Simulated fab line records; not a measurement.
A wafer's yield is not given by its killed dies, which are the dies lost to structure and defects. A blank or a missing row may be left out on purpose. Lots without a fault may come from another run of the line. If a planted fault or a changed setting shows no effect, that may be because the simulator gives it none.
fab line records	flow sky130
record: lots: 6	wafers: 18	last_day: 50
route steps=708 shown VIA1@473 METAL2@483 PAD_OPEN@708
lots that met no fault: from a run of the same line without faults
start_h: the number of hours between the record's first day and the start of the first shown wafer of the lot	wait_h: hours elapsed since this lot's preceding step	" same as the row above	L1.1+2: one row covering several wafers at once	- no value, or no start was given	* or withheld: withheld	< > ~ a bound
route shown NAME@n: a module of which the file shows steps, and the number in the route of the first	usual: average and standard deviation across the fault-free wafers	same: alike in all rows	chamber/n: place in a boat	sites: each site's reading	_std_site: the standard deviation of these	_edge_site: mean of outer sites minus mean of inner sites	radius_mm: for every site, how far away it sits from the centre of the wafer	mask NAME#n: copy n	behind: tool/chamber where the wafer was last shaped	hold: the reason the lot was held/the length of the hold in hours/how it ended	device: the n, p or np transistor that did not switch	end of line: the same wafers' tests at the end of the route	a step given without rows: its recipe and nothing more	killed: dies that structure and defects cost at the first sort, which is not the same as the wafer's yield	map: shows each die of a wafer: x if killed, . if not, _ if none is there
set.NAME: the setting as run; set.NAME@STEP: as run at that earlier step	model.NAME: the simulator's own value behind a step, which no gauge read
certain route steps with their lots: each step a table, each wafer a row
services: from which hour (start_h, from the record's first day; less than 0 if before it) a tool's chamber was out of use, for how many hours, and why
== steps ==
step: SKY_VIA1_ETCH_15
recipe: target: SiO2	chemistry: C4F8/O2/Ar	target_depth_nm: 351	stop_on: TiN	mask_material: KrF-thick	source_w: 1500	bias_w: 1200	pressure_mtorr: 40	c4f8_flow_sccm: withheld	O2_flow_sccm: 6	Ar_flow_sccm: 300	time_s: 54
usual: oes_product_au: 0.981/0.0056
same: time_s: 54
lot.wafer	tool	chamber	start_h	wait_h	oes_product_au	rf_hours_counter_h
L141.1	rie_diel-02	0	776.33	0.0	0.980	42
L141.2	"	1	"	"	0.984	9
L141.4	"	1	"	"	0.980	-
L148.3	rie_diel-04	3	842.36	0.0	0.980	14
L148.4	"	0	"	"	0.986	17
L148.5	"	0	"	"	0.974	-
L159.1	rie_diel-04	3	920.71	0.0	0.978	17
L159.4	"	3	"	"	0.991	-
L159.5	"	0	"	"	0.976	-
L160.1	rie_diel-04	0	931.16	0.0	0.982	20
L160.3	"	3	"	"	0.976	18
L160.4	"	1	"	"	0.978	9
L163.3	rie_diel-01	3	949.22	0.0	0.990	17
L163.5	"	2	"	"	0.979	-
L163.6	"	3	"	"	0.983	-
L164.1	rie_diel-04	3	954.19	0.0	0.977	18
L164.5	"	2	"	"	0.971	-
L164.6	"	0	"	"	0.974	-
step: SKY_VIA1_STRIP_16
recipe: chemistry: O2/N2	power_w: 1400	pressure_mtorr: 1500	platen_temp_c: withheld	o2_flow_sccm: 3000	n2_flow_sccm: 300	overash_fraction: 0.5
step: SKY_VIA1_STRIP_17
recipe: chemistry: post_etch_residue_remover	time_s: 1200	temp_c: 72.5
step: SKY_VIA1_CLEAN_18
recipe: chemistry: IPA	time_s: 180	temp_c: 25
step: SKY_VIA1_CLEAN_19
recipe: chemistry: O3/DIW	dry: n2_spin
step: SKY_VIA1_SPUTTER_20
recipe: material: TiN	target_thk_nm: 20	chamber_pressure_pa: 5	power_w: 4000	time_s: 80
step: SKY_VIA1_CVD_21
recipe: material: W	target_thk_nm: 270	time_s: 80.902	temp_c: 400	pressure_torr: 40
step: SKY_VIA1_RS_MEAS_22
recipe: thk_meas_gauge: four-point-probe	reads: W_of_VIA1_CVD_21+TiN_of_VIA1_SPUTTER_20
usual: VIA1_W_RS: 0.425/0.0057
lot.wafer	tool	chamber	start_h	wait_h	VIA1_W_RS[ohm/sq]
L141.1	film_metro-02	-	777.14	0.1	0.439
L141.2	"	-	"	"	0.432
L141.4	"	-	"	"	0.432
L148.3	film_metro-01	-	843.22	0.1	0.414
L148.4	"	-	"	"	0.422
L148.5	"	-	"	"	0.423
L159.1	film_metro-02	-	921.50	0.1	0.426
L159.4	"	-	"	"	0.423
L159.5	"	-	"	"	0.426
L160.1	film_metro-01	-	931.95	0.1	0.418
L160.3	"	-	"	"	0.420
L160.4	"	-	"	"	0.417
L163.3	film_metro-04	-	950.05	0.1	0.422
L163.5	"	-	"	"	0.424
L163.6	"	-	"	"	0.420
L164.1	film_metro-02	-	954.99	0.1	0.438
L164.5	"	-	"	"	0.432
L164.6	"	-	"	"	0.434
step: SKY_VIA1_THK_MEAS_23
recipe: thk_meas_gauge: xrf	reads: W_of_VIA1_CVD_21
usual: VIA1_W_THK: 272/5.3
lot.wafer	tool	chamber	start_h	wait_h	VIA1_W_THK[nm]
L141.1	film_metro-02	-	777.26	0.1	258
L141.2	"	-	"	"	262
L141.4	"	-	"	"	262
L148.3	film_metro-01	-	843.32	0.1	283
L148.4	"	-	"	"	279
L148.5	"	-	"	"	278
L159.1	film_metro-02	-	921.62	0.1	269
L159.4	"	-	"	"	270
L159.5	"	-	"	"	270
L160.1	film_metro-01	-	932.07	0.1	276
L160.3	"	-	"	"	276
L160.4	"	-	"	"	276
L163.3	film_metro-04	-	950.15	0.1	272
L163.5	"	-	"	"	272
L163.6	"	-	"	"	275
L164.1	film_metro-02	-	955.11	0.1	260
L164.5	"	-	"	"	263
L164.6	"	-	"	"	260
step: SKY_VIA1_CMP_24
recipe: stop_on: SiO2	t_overpolish_s: 15	down_force_psi: 3.5	platen_rpm: 60	target_thk_nm: 0	pad_velocity_m_s: 0.94248
step: SKY_METAL2_SPUTTER_00
recipe: material: Ti	target_thk_nm: 15	power_w: 3000	time_s: 10	chamber_pressure_pa: 0.4
usual: throttle_valve_pct: 30.3/0.82
same: time_s: 10
lot.wafer	tool	chamber	start_h	wait_h	throttle_valve_pct
L141.1	pvd_sputter-03	-	777.62	0.2	29.9
L141.2	"	-	"	"	31.5
L141.4	"	-	"	"	31.0
L148.3	pvd_sputter-01	-	843.66	0.1	30.9
L148.4	"	-	"	"	30.1
L148.5	"	-	"	"	30.7
L159.1	pvd_sputter-03	-	921.98	0.2	31.3
L159.4	"	-	"	"	31.7
L159.5	"	-	"	"	31.0
L160.1	pvd_sputter-03	-	932.43	0.1	29.9
L160.3	"	-	"	"	31.2
L160.4	"	-	"	"	31.5
L163.3	pvd_sputter-02	-	950.49	0.2	29.6
L163.5	"	-	"	"	29.6
L163.6	"	-	"	"	31.5
L164.1	pvd_sputter-01	-	955.47	0.1	30.0
L164.5	"	-	"	"	30.2
L164.6	"	-	"	"	29.8
step: SKY_METAL2_SPUTTER_01
recipe: material: TiN	target_thk_nm: 20	power_w: 6500	time_s: 16.7	chamber_pressure_pa: 0.4
step: SKY_METAL2_SPUTTER_02
recipe: material: AlCu	target_thk_nm: 250	power_w: 10600	time_s: 13.3	chamber_pressure_pa: 0.4
usual: throttle_valve_pct: 30.4/0.82
lot.wafer	tool	chamber	start_h	wait_h	throttle_valve_pct	model.AlCu_of_METAL2_SPUTTER_02.thk_nm
L141.1	pvd_sputter-03	-	777.67	0.0	29.5	245.8
L141.2	"	-	"	"	31.6	247
L141.4	"	-	"	"	31.1	248
L148.3	pvd_sputter-01	-	843.71	0.0	30.3	246.2
L148.4	"	-	"	"	30.1	247
L148.5	"	-	"	"	30.5	247.2
L159.1	pvd_sputter-03	-	922.03	0.0	31.3	248.2
L159.4	"	-	"	"	31.5	381.1
L159.5	"	-	"	"	31.3	247.9
L160.1	pvd_sputter-03	-	932.48	0.0	29.9	248.5
L160.3	"	-	"	"	31.2	246.7
L160.4	"	-	"	"	31.3	379.5
L163.3	pvd_sputter-02	-	950.54	0.0	29.7	251.5
L163.5	"	-	"	"	29.4	248.4
L163.6	"	-	"	"	31.1	249.9
L164.1	pvd_sputter-01	-	955.51	0.0	30.0	249.4
L164.5	"	-	"	"	30.6	248.1
L164.6	"	-	"	"	30.1	250.6
step: SKY_METAL2_SPUTTER_03
recipe: material: Ti	target_thk_nm: 5	power_w: 3000	time_s: 3.3	chamber_pressure_pa: 0.4
usual: throttle_valve_pct: 30.3/0.8
same: time_s: 3.3
lot.wafer	tool	chamber	start_h	wait_h	throttle_valve_pct
L141.1	pvd_sputter-03	-	777.69	0.0	29.5
L141.2	"	-	"	"	31.3
L141.4	"	-	"	"	31.0
L148.3	pvd_sputter-01	-	843.73	0.0	30.6
L148.4	"	-	"	"	30.3
L148.5	"	-	"	"	30.7
L159.1	pvd_sputter-03	-	922.05	0.0	31.2
L159.4	"	-	"	"	31.6
L159.5	"	-	"	"	31.2
L160.1	pvd_sputter-03	-	932.51	0.0	30.1
L160.3	"	-	"	"	31.3
L160.4	"	-	"	"	31.6
L163.3	pvd_sputter-02	-	950.56	0.0	29.5
L163.5	"	-	"	"	29.5
L163.6	"	-	"	"	30.9
L164.1	pvd_sputter-01	-	955.54	0.0	30.1
L164.5	"	-	"	"	30.5
L164.6	"	-	"	"	30.4
step: SKY_METAL2_SPUTTER_04
recipe: material: TiN	target_thk_nm: 70	power_w: 6500	time_s: 55.52	chamber_pressure_pa: 0.4
usual: throttle_valve_pct: 30.4/0.83
same: time_s: 55.52
lot.wafer	tool	chamber	start_h	wait_h	throttle_valve_pct
L141.1	pvd_sputter-03	-	777.71	0.0	29.8
L141.2	"	-	"	"	31.3
L141.4	"	-	"	"	31.1
L148.3	pvd_sputter-01	-	843.75	0.0	30.4
L148.4	"	-	"	"	30.1
L148.5	"	-	"	"	30.7
L159.1	pvd_sputter-03	-	922.07	0.0	31.3
L159.4	"	-	"	"	31.4
L159.5	"	-	"	"	31.4
L160.1	pvd_sputter-03	-	932.52	0.0	30.1
L160.3	"	-	"	"	31.4
L160.4	"	-	"	"	31.3
L163.3	pvd_sputter-02	-	950.58	0.0	29.6
L163.5	"	-	"	"	29.4
L163.6	"	-	"	"	31.3
L164.1	pvd_sputter-01	-	955.56	0.0	29.8
L164.5	"	-	"	"	30.3
L164.6	"	-	"	"	30.1
step: SKY_METAL2_RS_MEAS_05
recipe: thk_meas_gauge: four-point-probe	reads: TiN_of_METAL2_SPUTTER_04+Ti_of_METAL2_SPUTTER_03+AlCu_of_METAL2_SPUTTER_02+TiN_of_METAL2_SPUTTER_01+Ti_of_METAL2_SPUTTER_00
usual: METAL2_ALCU_RS: 0.1273/0.0012
lot.wafer	tool	chamber	start_h	wait_h	METAL2_ALCU_RS[ohm/sq]
L141.1	film_metro-04	-	777.76	0.0	0.1288
L141.2	"	-	"	"	0.1281
L141.4	"	-	"	"	0.1275
L148.3	film_metro-03	-	843.84	0.1	0.1288
L148.4	"	-	"	"	0.1282
L148.5	"	-	"	"	0.1282
L159.1	film_metro-03	-	922.12	0.0	0.1276
L159.4	"	-	"	"	0.0825
L159.5	"	-	"	"	0.1280
L160.1	film_metro-04	-	932.57	0.0	0.1275
L160.3	"	-	"	"	0.1284
L160.4	"	-	"	"	0.0828
L163.3	film_metro-03	-	950.67	0.1	0.1261
L163.5	"	-	"	"	0.1277
L163.6	"	-	"	"	0.1268
L164.1	film_metro-02	-	955.61	0.0	0.1269
L164.5	"	-	"	"	0.1276
L164.6	"	-	"	"	0.1265
step: SKY_METAL2_THK_MEAS_06
recipe: thk_meas_gauge: xrf	reads: AlCu_of_METAL2_SPUTTER_02
usual: METAL2_ALCU_THK: 252.1/2.7
lot.wafer	tool	chamber	start_h	wait_h	METAL2_ALCU_THK[nm]
L141.1	film_metro-04	-	777.88	0.1	250.8
L141.2	"	-	"	"	251.3
L141.4	"	-	"	"	253.0
L148.3	film_metro-03	-	843.94	0.1	248.5
L148.4	"	-	"	"	249.6
L148.5	"	-	"	"	251.6
L159.1	film_metro-03	-	922.24	0.1	251.0
L159.4	"	-	"	"	382.3
L159.5	"	-	"	"	250.4
L160.1	film_metro-04	-	932.69	0.1	252.3
L160.3	"	-	"	"	250.4
L160.4	"	-	"	"	385.6
L163.3	film_metro-03	-	950.77	0.1	255.0
L163.5	"	-	"	"	251.9
L163.6	"	-	"	"	251.7
L164.1	film_metro-02	-	955.73	0.1	252.3
L164.5	"	-	"	"	251.1
L164.6	"	-	"	"	253.4
step: SKY_METAL2_DEHYDRATE_07
recipe: temp_c: 200	time_s: 60
step: SKY_METAL2_HMDS_08
recipe: prime_time_s: 60	prime_temp_c: 120
step: SKY_METAL2_COAT_09
recipe: resist: BARC	temp_c: withheld	time_s: withheld	spin_rpm: 3000	resist_thk_nm: 60
step: SKY_METAL2_COAT_10
recipe: resist: KrF-thick	spin_rpm: 3000	resist_thk_nm: 450
step: SKY_METAL2_SOFTBAKE_11
recipe: temp_c: 100	time_s: 90	resist: KrF-thick
step: SKY_METAL2_EXPOSE_12
recipe: mask_id: MM2	na: 0.8	source_shape: annular	sigma_inner: 0.55	sigma_outer: 0.85	target_cd_nm: 140	dose_mj: 28
step: SKY_METAL2_PEB_13
recipe: peb_temp_c: withheld	peb_time_s: withheld	resist: KrF-thick
step: SKY_METAL2_DEVELOP_14
recipe: develop_time_s: 60	resist: KrF-thick	dev_temp_c: 21
step: SKY_METAL2_CD_MEAS_15
recipe: target_cd_nm: 140
usual: cd_nm: 140.5/1.4
lot.wafer	tool	chamber	start_h	wait_h	cd_nm
L141.1	cd_sem-02	-	804.98	-	139.5
L141.2	"	-	"	"	138.6
L141.4	"	-	"	"	139.3
L148.3	cd_sem-01	-	870.72	-	141.2
L148.4	"	-	"	"	138.4
L148.5	"	-	"	"	137.9
L159.1	cd_sem-01	-	945.93	-	141.2
L159.4	"	-	"	"	140.3
L159.5	"	-	"	"	141.6
L160.1	cd_sem-01	-	955.78	-	139.4
L160.3	"	-	"	"	140.1
L160.4	"	-	"	"	139.6
L163.3	cd_sem-01	-	974.77	-	141.6
L163.5	"	-	"	"	139.8
L163.6	"	-	"	"	140.3
L164.1	cd_sem-01	-	980.32	-	141.1
L164.5	"	-	"	"	138.4
L164.6	"	-	"	"	140.7
step: SKY_METAL2_OVL_MEAS_16
usual: METAL2_OVL: -1/5.4
lot.wafer	tool	chamber	start_h	wait_h	METAL2_OVL[nm]
L141.1	overlay-02	-	805.10	0.1	-2
L141.2	"	-	"	"	0
L141.4	"	-	"	"	12
L148.3	overlay-02	-	870.82	0.1	-9
L148.4	"	-	"	"	-2
L148.5	"	-	"	"	-9
L159.1	overlay-02	-	946.05	0.1	-3
L159.4	"	-	"	"	-7
L159.5	"	-	"	"	-12
L160.1	overlay-01	-	955.90	0.1	-4
L160.3	"	-	"	"	-11
L160.4	"	-	"	"	-2
L163.3	overlay-02	-	974.87	0.1	7
L163.5	"	-	"	"	6
L163.6	"	-	"	"	1
L164.1	overlay-02	-	980.44	0.1	1
L164.5	"	-	"	"	8
L164.6	"	-	"	"	0
step: SKY_METAL2_DESCUM_17
recipe: chemistry: O2	source_power_w: 150	bias_power_w: 0	pressure_mtorr: 10	temp_c: 40	time_s: 8
usual: drypump_motor_current_A: 5.7/0.49	oes_product_au: 0.996/0.0069
same: time_s: 8
lot.wafer	tool	chamber	start_h	wait_h	drypump_motor_current_A	oes_product_au	rf_hours_counter_h
L141.1	rie_metal-02	0	805.14	0.0	5.6	0.994	4
L141.2	"	1	"	"	5.6	0.995	14
L141.4	"	0	"	"	5.6	0.992	-
L148.3	rie_metal-03	1	870.85	0.0	5.4	1.001	-
L148.4	"	0	"	"	6.5	0.988	-
L148.5	"	1	"	"	5.4	0.995	-
L159.1	rie_metal-04	0	946.09	0.0	6.2	0.993	8
L159.4	"	0	"	"	6.2	0.995	-
L159.5	"	0	"	"	6.2	0.982	-
L160.1	rie_metal-03	1	955.94	0.0	5.4	0.993	20
L160.3	"	0	"	"	6.6	0.990	-
L160.4	"	1	"	"	5.4	1.001	-
L163.3	rie_metal-04	1	974.90	0.0	4.8	1.001	-
L163.5	"	0	"	"	6.2	0.986	-
L163.6	"	1	"	"	4.9	0.990	-
L164.1	rie_metal-03	1	980.47	0.0	5.4	0.993	21
L164.5	"	1	"	"	5.4	1.002	-
L164.6	"	0	"	"	6.6	0.994	-
step: SKY_METAL2_ETCH_18
recipe: chemistry: N2/H2	target: BARC	ion_energy_ev: 200	bias_w: 100	pressure_mtorr: 30	n2_flow_sccm: 100	h2_flow_sccm: 200	icp_w: 500	stop_on: SiO2	time_s: 45.9	target_depth_a: 600
step: SKY_METAL2_METAL_ETCH_19
recipe: target_depth_a: 3600	stop_on: SiO2	over_etch_frac: 0.3	time_s: 78	chemistry: Cl2/BCl3	resist_sidewall_deg: 88	pressure_mtorr: 10	icp_w: 900	bias_w: 48.5	Cl2_flow_sccm: 60	bcl3_flow_sccm: 30
usual: drypump_motor_current_A: 5.7/0.49	oes_product_au: 0.849/0.006	throttle_valve_pct: 22.264/0.0091
same: time_s: 78
lot.wafer	tool	chamber	start_h	wait_h	drypump_motor_current_A	oes_product_au	rf_hours_counter_h	throttle_valve_pct
L141.1	rie_metal-02	0	805.23	0.0	5.6	0.842	4	22.268
L141.2	"	1	"	"	5.6	0.855	14	22.271
L141.4	"	0	"	"	5.6	0.843	-	22.252
L148.3	rie_metal-03	1	870.96	0.1	5.4	0.842	-	22.277
L148.4	"	0	"	"	6.6	0.852	-	22.277
L148.5	"	1	"	"	5.4	0.846	-	22.274
L159.1	rie_metal-04	0	946.18	0.0	6.2	0.844	8	22.263
L159.4	"	0	"	"	6.2	0.985	-	22.270
L159.5	"	0	"	"	6.2	0.845	-	22.256
L160.1	rie_metal-03	1	956.03	0.0	5.4	0.842	20	22.277
L160.3	"	0	"	"	6.6	0.850	-	22.265
L160.4	"	1	"	"	5.4	0.979	-	22.255
L163.3	rie_metal-04	1	975.01	0.1	4.9	0.859	-	22.259
L163.5	"	0	"	"	6.2	0.853	-	22.246
L163.6	"	1	"	"	4.9	0.848	-	22.271
L164.1	rie_metal-03	1	980.60	0.1	5.4	0.843	21	22.244
L164.5	"	1	"	"	5.4	0.864	-	22.256
L164.6	"	0	"	"	6.6	0.861	-	22.274
step: SKY_METAL2_STRIP_20
recipe: chemistry: O2/N2	power_w: 1400	pressure_mtorr: 1500	platen_temp_c: withheld	o2_flow_sccm: 3000	n2_flow_sccm: 300	overash_fraction: 0.5
step: SKY_PAD_OPEN_PROBE_99
usual: defect_limited_yield: 82.5/1.9	killed_at_M0_to_M3: 44/6.6	killed_at_M4_up: 3.0/2	killed_at_contacts: 24/5.1	killed_at_front_end: 15/4.1	killed_at_other: 0.4/0.62	killed_dies: 86/9.3	killed_on_rim: 17/3.7	killed_open: 46/6.8	killed_short: 40/5.8	sort_bin_3_pad_short: 0.8/0.4	sort_bin_5_function: 10.3/1.4	sort_bin_6_memory: 6.4/1	sort_n_pass: 406/9.3	sort_yield_pct: 82.5/1.9
same: gross_dies: 492	killed_at_back_side: 0	sort_bin_4_leakage[%]: 0	sort_bin_8_speed[%]: 0
lot.wafer	tool	chamber	start_h	wait_h	defect_limited_yield[%]	killed_at_M0_to_M3	killed_at_M4_up	killed_at_contacts	killed_at_front_end	killed_at_other	killed_dies	killed_on_rim	killed_open	killed_short	sort_bin_3_pad_short[%]	sort_bin_5_function[%]	sort_bin_6_memory[%]	sort_n_pass	sort_yield_pct[%]
L148.3	prober-01	-	1113.03	0.2	84.1	32	1	26	19	0	78	16	44	32	0.8	9.6	5.5	414	84.1
L148.4	prober-01	-	1113.08	0.2	81.9	39	0	31	19	0	89	18	45	44	1.0	10.8	6.3	403	81.9
L148.5	prober-01	-	1113.13	0.2	82.1	40	7	21	20	0	88	20	50	38	0.2	8.3	9.3	404	82.1
L159.1	prober-01	-	1169.38	0.1	83.5	41	1	18	20	1	81	17	41	40	1.2	8.5	6.7	411	83.5
L159.4	prober-01	-	1169.53	0.2	0	446	1	31	13	1	492	96	52	32	0.8	93.1	6.1	0	0
L159.5	prober-01	-	1169.58	0.2	84.3	27	3	28	18	1	77	19	40	37	1.4	8.9	5.3	415	84.3
L160.1	prober-02	-	1178.86	0.1	80.3	45	5	29	18	0	97	20	51	46	0.6	13.0	6.1	395	80.3
L160.3	prober-02	-	1178.96	0.2	83.3	53	0	19	10	0	82	12	47	35	0.4	10.6	5.7	410	83.3
L160.4	prober-02	-	1179.01	0.2	0	452	6	22	12	0	492	96	47	32	1.0	92.3	6.7	0	0
L163.3	prober-02	-	1188.11	0.2	84.6	42	3	26	5	0	76	14	41	35	0.6	8.1	6.7	416	84.6
L163.5	prober-02	-	1188.21	0.2	84.3	33	2	23	19	0	77	14	40	37	0.2	8.7	6.7	415	84.3
L163.6	prober-02	-	1188.26	0.2	81.9	46	6	24	13	0	89	18	46	43	0.6	11.4	6.1	403	81.9
L164.1	prober-01	-	1191.75	0.1	81.1	47	2	29	14	1	93	20	52	41	0.8	12.4	5.7	399	81.1
L164.5	prober-01	-	1191.95	0.2	82.7	48	0	28	9	0	85	16	47	38	1.2	11.0	5.1	407	82.7
L164.6	prober-01	-	1192.00	0.2	79.7	48	7	25	20	0	100	21	63	36	0.4	12.6	7.3	392	79.7
killed by level:class
L148.3 CONTACT:geometric_particle:open=11 LI_CONTACT:geometric_particle:open=7 VIA2:geometric_particle:open=7 METAL2:geometric_particle:short=5 LOCAL_INTERCONNECT:geometric_particle:short=5 VIA3:geometric_particle:open=5 FIELD_ISO:geometric_particle:open=4 SPACER:geometric_particle:open=4
L148.4 CONTACT:geometric_particle:open=9 LI_CONTACT:geometric_particle:short=8 LI_CONTACT:geometric_particle:open=7 VIA2:geometric_particle:short=6 VIA1:geometric_particle:open=6 VIA3:geometric_particle:open=6 POLY_GATE:geometric_particle:short=4 POLY_GATE:geometric_particle:open=4
L148.5 LI_CONTACT:geometric_particle:open=7 VIA3:geometric_particle:open=7 CONTACT:geometric_particle:open=6 VIA1:geometric_particle:open=6 POLY_GATE:geometric_particle:short=5 LOCAL_INTERCONNECT:geometric_particle:short=5 POLY_GATE:geometric_particle:open=4 VIA1:geometric_particle:short=4
L159.1 LI_CONTACT:geometric_particle:open=7 VIA1:geometric_particle:open=7 FIELD_ISO:geometric_particle:short=6 VIA1:geometric_particle:short=6 METAL3:geometric_particle:short=6 CONTACT:geometric_particle:open=5 METAL1:geometric_particle:short=5 METAL2:geometric_particle:short=5
L159.4 METAL2:area_etch=408 LI_CONTACT:geometric_particle:open=11 CONTACT:geometric_particle:open=10 VIA1:geometric_particle:open=10 METAL2:geometric_particle:short=7 CONTACT:geometric_particle:short=4 VIA2:geometric_particle:open=4 VIA3:geometric_particle:open=4
L159.5 CONTACT:geometric_particle:open=11 LI_CONTACT:geometric_particle:open=7 METAL1:geometric_particle:short=6 VIA1:geometric_particle:open=6 LOCAL_INTERCONNECT:geometric_particle:short=5 FIELD_ISO:geometric_particle:open=4 FIELD_ISO:geometric_particle:short=4 VIA1:geometric_particle:short=4
L160.1 CONTACT:geometric_particle:open=9 METAL2:geometric_particle:short=9 FIELD_ISO:geometric_particle:open=8 LI_CONTACT:geometric_particle:open=8 VIA2:geometric_particle:open=5 METAL1:geometric_particle:short=5 VIA1:geometric_particle:short=5 VIA3:geometric_particle:short=5
L160.3 METAL1:geometric_particle:short=11 VIA1:geometric_particle:open=9 CONTACT:geometric_particle:open=9 VIA2:geometric_particle:open=8 VIA1:geometric_particle:short=7 VIA3:geometric_particle:open=7 FIELD_ISO:geometric_particle:open=5 LOCAL_INTERCONNECT:geometric_particle:short=4
L160.4 METAL2:area_etch=413 CONTACT:geometric_particle:open=12 VIA1:geometric_particle:open=10 VIA2:geometric_particle:open=6 LOCAL_INTERCONNECT:geometric_particle:short=4 METAL1:geometric_particle:short=4 METAL2:geometric_particle:short=4 METAL4:geometric_particle:short=4
L163.3 LI_CONTACT:geometric_particle:open=9 CONTACT:geometric_particle:short=9 METAL2:geometric_particle:short=8 VIA1:geometric_particle:open=7 VIA2:geometric_particle:open=7 CONTACT:geometric_particle:open=6 VIA3:geometric_particle:open=6 METAL3:geometric_particle:short=4
L163.5 CONTACT:geometric_particle:open=12 POLY_GATE:geometric_particle:short=9 VIA1:geometric_particle:open=9 VIA2:geometric_particle:open=7 METAL1:geometric_particle:short=6 FIELD_ISO:geometric_particle:open=5 CONTACT:geometric_particle:short=5 LI_CONTACT:geometric_particle:short=4
L163.6 VIA1:geometric_particle:open=13 CONTACT:geometric_particle:open=7 LI_CONTACT:geometric_particle:open=7 METAL4:geometric_particle:short=6 FIELD_ISO:geometric_particle:short=5 METAL1:geometric_particle:short=5 VIA2:geometric_particle:open=5 LOCAL_INTERCONNECT:geometric_particle:short=4
L164.1 CONTACT:geometric_particle:open=13 VIA1:geometric_particle:open=9 VIA2:geometric_particle:open=9 CONTACT:geometric_particle:short=6 VIA3:geometric_particle:short=6 LI_CONTACT:geometric_particle:open=5 METAL1:geometric_particle:short=5 METAL2:geometric_particle:short=5
L164.5 VIA3:geometric_particle:open=11 LI_CONTACT:geometric_particle:short=7 VIA1:geometric_particle:open=7 VIA1:geometric_particle:short=6 LI_CONTACT:geometric_particle:open=6 CONTACT:geometric_particle:open=6 VIA2:geometric_particle:open=6 POLY_GATE:geometric_particle:open=4
L164.6 VIA1:geometric_particle:open=15 CONTACT:geometric_particle:open=10 VIA2:geometric_particle:open=9 VIA3:geometric_particle:open=8 POLY_GATE:geometric_particle:open=7 LI_CONTACT:geometric_particle:open=6 CONTACT:geometric_particle:short=6 POLY_GATE:geometric_particle:short=4
map L159.4 (x killed, . not)
__________xxxxxxxxxx_________
________xxxxxxxxxxxxxx_______
______xxxxxxxxxxxxxxxxxx_____
_____xxxxxxxxxxxxxxxxxxxx____
____xxxxxxxxxxxxxxxxxxxxxx___
___xxxxxxxxxxxxxxxxxxxxxxxx__
__xxxxxxxxxxxxxxxxxxxxxxxxxx_
_xxxxxxxxxxxxxxxxxxxxxxxxxxxx
_xxxxxxxxxxxxxxxxxxxxxxxxxxxx
_xxxxxxxxxxxxxxxxxxxxxxxxxxxx
_xxxxxxxxxxxxxxxxxxxxxxxxxxxx
_xxxxxxxxxxxxxxxxxxxxxxxxxxxx
_xxxxxxxxxxxxxxxxxxxxxxxxxxxx
_xxxxxxxxxxxxxxxxxxxxxxxxxxxx
_xxxxxxxxxxxxxxxxxxxxxxxxxxxx
__xxxxxxxxxxxxxxxxxxxxxxxxxx_
___xxxxxxxxxxxxxxxxxxxxxxxx__
____xxxxxxxxxxxxxxxxxxxxxx___
_____xxxxxxxxxxxxxxxxxxxx____
______xxxxxxxxxxxxxxxxxx_____
________xxxxxxxxxxxxxx_______
__________xxxxxxxxxx_________
map L160.4 (x killed, . not)
__________xxxxxxxxxx_________
________xxxxxxxxxxxxxx_______
______xxxxxxxxxxxxxxxxxx_____
_____xxxxxxxxxxxxxxxxxxxx____
____xxxxxxxxxxxxxxxxxxxxxx___
___xxxxxxxxxxxxxxxxxxxxxxxx__
__xxxxxxxxxxxxxxxxxxxxxxxxxx_
_xxxxxxxxxxxxxxxxxxxxxxxxxxxx
_xxxxxxxxxxxxxxxxxxxxxxxxxxxx
_xxxxxxxxxxxxxxxxxxxxxxxxxxxx
_xxxxxxxxxxxxxxxxxxxxxxxxxxxx
_xxxxxxxxxxxxxxxxxxxxxxxxxxxx
_xxxxxxxxxxxxxxxxxxxxxxxxxxxx
_xxxxxxxxxxxxxxxxxxxxxxxxxxxx
_xxxxxxxxxxxxxxxxxxxxxxxxxxxx
__xxxxxxxxxxxxxxxxxxxxxxxxxx_
___xxxxxxxxxxxxxxxxxxxxxxxx__
____xxxxxxxxxxxxxxxxxxxxxx___
_____xxxxxxxxxxxxxxxxxxxx____
______xxxxxxxxxxxxxxxxxx_____
________xxxxxxxxxxxxxx_______
__________xxxxxxxxxx_________
== services ==
tool	chamber	start_h	hours	kind
rie_diel-01	0	754.81	5.5	repair
rie_metal-03	0	762.55	6.7	repair
rie_diel-01	2	769.16	7.5	repair
rie_diel-02	-	776.54	2.8	pm
rie_metal-02	1	778.40	13.6	repair
pvd_sputter-03	0	780.98	-	consumable_replace:kit
rie_diel-01	1	797.64	8.1	repair
rie_metal-04	-	811.82	2.8	pm
rie_diel-02	0	819.26	1.8	repair
rie_diel-01	-	824.12	0.4	repair
rie_diel-01	1	853.89	1.4	repair
rie_diel-02	-	864.44	0.2	repair
rie_diel-02	2	902.52	7.1	repair
rie_metal-02	1	905.05	10.4	repair
pvd_sputter-01	-	915.19	2.7	repair
rie_diel-04	2	918.74	9.9	repair
pvd_sputter-01	-	923.58	3.6	repair
rie_metal-04	-	937.60	1.5	repair
rie_diel-04	2	942.19	4.8	repair
rie_diel-04	1	952.67	2.9	repair
rie_diel-02	0	962.38	44.1	repair
rie_diel-04	3	964.81	17.0	repair
rie_diel-02	-	977.39	15.6	pm
rie_metal-02	-	978.21	2.8	pm
== key ==
first_sign: step: SKY_METAL2_RS_MEAS_05	reading: METAL2_ALCU_RS	direction: down	sigmas: 37	usual: 0.1273	struck: 0.0827
effect: step: SKY_METAL2_THK_MEAS_06	reading: METAL2_ALCU_THK	direction: up	sigmas: 49	usual: 252.1	struck: 383.9
effect: step: SKY_METAL2_METAL_ETCH_19	reading: oes_product_au	direction: up	sigmas: 22	usual: 0.849	struck: 0.982
effect: step: SKY_PAD_OPEN_PROBE_99	reading: killed_at_M0_to_M3	direction: up	sigmas: 61	usual: 44	struck: 449
model_effect: step: SKY_METAL2_SPUTTER_02	value: AlCu_of_METAL2_SPUTTER_02.thk_nm	without: 247.5	struck: 380.3
more_kills_born_at: SKY_METAL2_METAL_ETCH_19@rie_metal-03: 413	SKY_METAL2_METAL_ETCH_19@rie_metal-04: 408
met_at SKY_METAL2_SPUTTER_02
struck_wafers L159.4,L160.4
later_rows_left_out L159.4,L160.4
onset_between 777.67 922.03
fault: kind: process_parameter_drift	tool: pvd_sputter-03	chamber: -	onset_h: 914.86	steps: SKY_METAL2_SPUTTER_02	channel: time_s	offset: *	shape: step	end_h: 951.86	acts_in: *	stated: *	scope: struck_wafers_only
later_rows_left_out: the simulator's readings of these wafers behind a module that went badly wrong aren't trusted and aren't shown, but for the sort
